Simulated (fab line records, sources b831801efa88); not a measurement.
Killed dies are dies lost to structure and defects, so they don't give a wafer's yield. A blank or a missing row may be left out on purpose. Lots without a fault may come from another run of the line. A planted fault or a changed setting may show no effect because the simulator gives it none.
Chamber matching | flow sky130 | SKY_POLY_CUT_ETCH_10 on rie_diel-03: 4 sister chambers
The step etches BARC in N2/H2, stops on SiO2, time 45.9 s, target depth 60 nm. 4 wafers are shown with their chamber, then 7 later ones without.

WAFERS WITH THEIR CHAMBER
wafer  | chamber | rf_fwd_power_W (W)
L117.3 | 0       | 495.5
L120.5 | 3       | 494.6
L122.1 | 1       | 500.5
L122.4 | 2       | 495.4

WAFERS WITHOUT THEIR CHAMBER
wafer  | rf_fwd_power_W (W)
L122.6 | 494.7
L126.1 | 500.1
L126.2 | 496.5
L126.6 | 494.3
L127.1 | 496.0
L127.5 | 494.7
L127.6 | 496.0

WHICH CHAMBER EACH WENT THROUGH
wafer  | from the rows above          | in truth
L122.6 | can't be placed: 3 or 2 or 0 | 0
L126.1 | 1                            | 1
L126.2 | can't be placed: 0 or 2 or 3 | 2
L126.6 | can't be placed: 3 or 2 or 0 | 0
L127.1 | can't be placed: 0 or 2 or 3 | 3
L127.5 | can't be placed: 3 or 2 or 0 | 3
L127.6 | can't be placed: 0 or 2 or 3 | 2
Placed correctly: 1 of 7. Can't be placed from these rows: 6 (the true chamber is among the candidates in 6). Placed wrongly: 0.
How it was worked out, from the rows above alone: a wafer's distance from a chamber is the root of the sum, over the readings, of the square of ((its reading less the chamber's mean) divided by the reading's scatter). The wafer belongs to the nearest chamber; if the next one is less than 2 further off, it can't be placed. A chamber's mean is the mean of its shown wafers. The scatter: with one shown wafer a chamber, the root of the mean of the squares of how far each hidden wafer lies from its nearest shown one.
